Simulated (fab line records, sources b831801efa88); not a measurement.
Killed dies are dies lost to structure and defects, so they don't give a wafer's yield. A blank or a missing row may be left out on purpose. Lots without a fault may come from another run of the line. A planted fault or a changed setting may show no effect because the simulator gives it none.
A struck lot beside a sound one | flow sky130 | 14 steps out of a route of 708
Sound: wafers L841.2, L841.3, L841.4. Struck: wafers L843.3, L843.4, L843.5. The cause comes at the end.
At each step with rows: each side's tool, then ch and its chambers, then its first start. Under that, the readings that differ: sound wafers | struck wafers | difference of the means | sigmas: that difference in standard deviations of wafers without a fault.
alike: readings whose means differ by less than 2 such deviations, and words and numbers that are the same on both sides. not compared: withheld readings, readings that some wafer has no value for, bounds like >300 that may hide the same value, and numbers for which the record gives no deviation and whose values overlap.
The two part at a step that has a row with sigmas, a row that says differs or no value, or rows on one side only. Numbers that don't overlap but have no deviation are shown without sigmas and don't part them. A reading that every wafer of one side lacks parts them only if that side has two wafers or more.

SKY_NWELL_RS_MEAS_29: measures by four-point-probe.
  sound on film_metro-04, day 7 09:37; struck on film_metro-04, day 8 15:01
  alike: NWELL_RS
SKY_NWELL_RS_MEAS_31: measures by four-point-probe.
  sound on film_metro-04, day 7 09:51; struck on film_metro-04, day 8 15:15
  alike: PWDE_RS
then, 7 steps without rows for these wafers: SKY_VT_ADJUST_HVTP_DEHYDRATE_00 (time 60 s); SKY_VT_ADJUST_HVTP_HMDS_01 (prime time 60 s); SKY_VT_ADJUST_HVTP_COAT_02 (resist thk 1140 nm); SKY_VT_ADJUST_HVTP_SOFTBAKE_03 (time 60 s); SKY_VT_ADJUST_HVTP_EXPOSE_04 (exposes mask HVTPM, target cd 380 nm); SKY_VT_ADJUST_HVTP_PEB_05; SKY_VT_ADJUST_HVTP_DEVELOP_06 (develop time 60 s).
SKY_VT_ADJUST_HVTP_CD_MEAS_07: target cd 380 nm.
  sound on cd_sem-01, day 8 05:47; struck on cd_sem-01, day 9 12:01
  alike: cd_nm
SKY_VT_ADJUST_HVTP_OVL_MEAS_08:
  sound on overlay-01, day 8 05:53; struck on overlay-02, day 9 12:07
  alike: VT_ADJUST_HVTP_OVL
SKY_VT_ADJUST_HVTP_IMPLANT_09:
  sound on implanter-03 ch 0, day 8 05:56; struck on implanter-03 ch 0, day 9 12:11
  reading                   | sound                | struck               | difference | sigmas
  beam_energy_keV           | 149.96 150.03 150.03 | 140.98 140.98 141.00 | -9.02      | -99 or more
  model.implant.rp_nm (nm)  | 85.43 85.43 85.43    | 80.5 80.5 80.5       | -4.9       |
  model.implant.drp_nm (nm) | 33.4 33.4 33.4       | 31.8 31.8 31.8       | -1.6       |
SKY_VT_ADJUST_HVTP_STRIP_10: strips in O2/N2.
  sound on plasma_asher-02 ch 0,1, day 8 06:04; struck on plasma_asher-04 ch 0,1, day 9 12:19
  reading                      | sound             | struck            | difference | sigmas
  strip_time_to_endpoint_s (s) | 14.25 14.24 14.24 | 14.13 14.12 14.12 | -0.12      | -3
  alike: drypump_motor_current_A, oes_product_au
  not compared: rf_hours_counter_h
-- the record jumps here: 39 days lie between the struck wafers' starts before and after (it left off in module VT_ADJUST_HVTP and takes up again in module PAD_OPEN, whose first step shown is number 708 of the route) --
SKY_PAD_OPEN_PROBE_99:
  sound on prober-01, day 47 17:08; struck on prober-01, day 48 22:43
  reading                                    | sound                | struck               | difference | sigmas
  model.etest.tip_p.rs_ohm_sq                | 6852 6863 6836       | 7023 7122 7053       | +216       |
  model.etest.pfet_01v8_mvt.drive_ua_um      | 149.6 149.4 153.2    | 147.1 143.2 141.1    | -6.9       |
  model.etest.pfet_01v8_mvt.off_log10_a_um   | -10.46 -10.61 -10.26 | -11.26 -11.47 -11.69 | -1.03      |
  model.etest.sram_pfet_latch.off_log10_a_um | -12.89 -12.91 -12.5  | -13.15 -13.07 -13.31 | -0.41      |
  alike: killed_at_M0_to_M3, killed_at_M4_up, killed_at_contacts, killed_at_front_end, killed_at_other, killed_dies, killed_open, killed_short
  not compared: model.etest.pfet_01v8.r_on_ohm_um, model.etest.pfet_01v8.drive_ua_um, model.etest.pfet_01v8_hvt.drive_ua_um, model.etest.pfet_01v8.off_log10_a_um

WHERE THEY PART
First at SKY_VT_ADJUST_HVTP_IMPLANT_09; last, within this record, at SKY_VT_ADJUST_HVTP_STRIP_10. Later steps at which nothing parts them and some readings are alike: SKY_PAD_OPEN_PROBE_99.

WHY: what the simulator had put in
Process parameter drift: implanter-03, from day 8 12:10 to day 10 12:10, at SKY_VT_ADJUST_HVTP_IMPLANT_09. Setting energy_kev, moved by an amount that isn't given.
